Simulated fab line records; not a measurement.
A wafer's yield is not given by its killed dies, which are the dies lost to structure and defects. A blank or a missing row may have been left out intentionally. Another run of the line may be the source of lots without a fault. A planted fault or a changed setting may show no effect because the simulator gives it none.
Which tool was responsible? -- flow gf180mcu -- 39 wafers from 13 lots sampled at 4 of the route's 602 steps

== WHAT THE GAUGES READ, wafer by wafer ==
GF_HV_LDD_CD_MEAS_07: target cd 400 nm. Usual: cd nm at 400.6 nm, with a standard deviation of 2.3.
lot,measured,on,cd nm (nm),flag
L147,day 10 09:10,cd sem-01,401.0 399.8 403.3,
L148,day 10 21:42,cd sem-01,397.3 397.8 398.4,
L149,day 11 12:08,cd sem-02,404.8 404.8 404.7,
L150,day 11 18:06,cd sem-02,402.6 403.0 401.9,
L151,day 12 06:31,cd sem-01,400.1 402.0 401.6,
L152,day 12 13:23,cd sem-02,403.6 404.7 405.2,
L154,day 12 22:07,cd sem-02,399.8 399.3 399.7,
L156,day 13 07:32,cd sem-02,400.8 400.7 401.1,
L155,day 13 09:47,cd sem-01,397.2 400.5 397.7,
L159,day 14 05:18,cd sem-01,394.6 396.3 395.4,
L163,day 15 10:10,cd sem-01,396.6 400.2 395.4,
L164,day 16 00:52,cd sem-01,402.7 401.1 397.9,
L169,day 17 09:08,cd sem-01,400.8 402.1 403.0,

GF_CONTACT_THK_MEAS_03. Usual: CONTACT_CVD_02_THK gives 859 nm (standard deviation 9.9).
lot,measured,on,CONTACT_CVD_02_THK (nm),flag
L147,day 15 15:46,film metro-04,861 866 865,
L148,day 16 06:39,film metro-01,861 853 872,
L149,day 16 23:10,film metro-01,856 859 880,
L150,day 17 08:13,film metro-02,853 850 847,
L151,day 17 22:55,film metro-04,839 847 855,
L152,day 18 07:19,film metro-04,854 862 871,
L154,day 18 14:05,film metro-01,855 861 872,
L156,day 19 02:32,film metro-01,854 879 871,
L155,day 19 07:49,film metro-01,853 854 864,
L159,day 20 05:50,film metro-01,863 861 859,
L163,day 21 17:26,film metro-02,848 848 838,
L164,day 22 08:10,film metro-01,851 857 866,
L169,day 23 15:55,film metro-02,858 861 862,

== EACH LOT AND THE TOOL THAT RAN IT (in order: tool; ch and the chambers of the sampled wafers; start) ==
lot,GF_DUAL_GATE_COAT_06,GF_DUAL_GATE_STRIP_13
L147,"litho track-04 ch 0, day 8 08:02","plasma asher-01 ch 0,1, day 8 16:51"
L148,"litho track-01 ch 0, day 8 20:36","plasma asher-04 ch 0,1, day 9 05:12"
L149,"litho track-03 ch 0, day 9 08:08","plasma asher-02 ch 0,1, day 9 17:38"
L150,"litho track-03 ch 0, day 9 15:28","plasma asher-02 ch 0,1, day 9 23:57"
L151,"litho track-01 ch 0, day 10 02:00","plasma asher-01 ch 0,1, day 10 11:17"
L152,"litho track-01 ch 0, day 10 07:41","plasma asher-01 ch 0,1, day 10 17:02"
L154,"litho track-03 ch 0, day 10 14:43","plasma asher-04 ch 1, day 11 00:19"
L156,"litho track-04 ch 0, day 11 00:56","plasma asher-01 ch 0,1, day 11 10:41"
L155,"litho track-01 ch 0, day 11 03:38","plasma asher-02 ch 0,1, day 11 13:11"
L159,"litho track-03 ch 0, day 11 19:56","plasma asher-02 ch 0, day 12 06:29"
L163,"litho track-04 ch 0, day 13 01:26","plasma asher-01 ch 0,1, day 13 11:24"
L164,"litho track-04 ch 0, day 13 10:45","plasma asher-02 ch 0,1, day 13 21:32"
L169,"litho track-04 ch 0, day 14 16:47","plasma asher-02 ch 0,1, day 15 04:25"
- GF_DUAL_GATE_COAT_06: resist thk 1000 nm.
- GF_DUAL_GATE_STRIP_13: strips in O2/N2.

== AS READ BY THE TOOLS THEMSELVES (means over the sampled wafers that have a number; for cases with no such wafer, the mark the record gives instead) ==
GF_DUAL_GATE_COAT_06. Usual: exhaust pa 45.1 Pa, standard deviation 0.9; spin speed rpm 2999.7 rpm, standard deviation 1.8.
lot,tool,exhaust pa (Pa),spin speed rpm (rpm),flag
L147,litho track-04,44.4,2999.8,
L148,litho track-01,45.0,3002.2,
L149,litho track-03,44.4,2999.8,
L150,litho track-03,45.7,2997.9,
L151,litho track-01,45.5,3001.1,
L152,litho track-01,44.4,2996.8,
L154,litho track-03,45.9,3000.4,
L156,litho track-04,44.2,3000.4,
L155,litho track-01,46.5,3000.1,
L159,litho track-03,44.8,3001.5,
L163,litho track-04,45.3,3000.3,
L164,litho track-04,44.4,2882.1,OFF
L169,litho track-04,45.3,2882.1,OFF

GF_DUAL_GATE_STRIP_13. Usual: drypump motor current A 5.7 A, standard deviation 0.6; heater power w 333 W, standard deviation 34; oes product au 0.717 a.u., standard deviation 0.0046; strip time to endpoint s 12.64 s, standard deviation 0.038.
lot,tool,drypump motor current A (A),heater power w (W),oes product au (a.u.),strip time to endpoint s (s),flag
L147,plasma asher-01,5.0,299,0.720,12.58,
L148,plasma asher-04,5.6,366,0.719,12.62,
L149,plasma asher-02,5.9,328,0.713,12.60,
L150,plasma asher-02,6.2,325,0.718,12.65,
L151,plasma asher-01,5.0,298,0.717,12.63,
L152,plasma asher-01,5.2,294,0.721,12.63,
L154,plasma asher-04,6.4,400,0.708,12.65,
L156,plasma asher-01,5.0,298,0.714,12.67,
L155,plasma asher-02,6.2,331,0.719,12.65,
L159,plasma asher-02,5.6,342,0.713,12.68,
L163,plasma asher-01,5.0,299,0.716,12.64,
L164,plasma asher-02,5.9,335,0.717,12.78,OFF
L169,plasma asher-02,5.9,334,0.717,12.80,OFF

== THE ANSWER, worked out from the rows above alone ==
Rule: lot off if the mean of its wafers having a number is beyond 3 standard deviations from the usual mean. Also off: a lot with no number at a reading for which 4 or more lots have one. Where the step has rows for the other lots, those lots are counted as sound. Order of review: gauges by route order, followed by the tools' own readings, for which a lot's mean as printed above is used. The first step at which some lot is off is used, and at that step the reading that is off furthest; a lot without a number counts as furthest.
Off: L164, L169, at GF_DUAL_GATE_COAT_06 (spin speed rpm).
If a tool, at that step or one of the process steps before it, ran each lot that is off and ran no sound lot following the first of them, it fits. One candidate fits, namely litho track-04 at GF_DUAL_GATE_COAT_06. Its last sound lot is L163 (day 13 01:26), its first lot that is off L164 (day 13 10:45): a fault that began between those two fits.
On the lots that are off, the tool's own readings at GF_DUAL_GATE_COAT_06 differ by more than 5 times the standard deviation of the sound lots' means, which bears it out; spin speed rpm reads 2882.1 rpm there versus 3000.0 rpm on the sound lots.

== WHAT WAS PUT IN BY THE SIMULATOR ==
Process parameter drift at GF_DUAL_GATE_COAT_06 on litho track-04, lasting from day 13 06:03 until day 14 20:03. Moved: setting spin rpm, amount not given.
Lots struck among those shown: L164, L169. The rule given above showed the same thing.
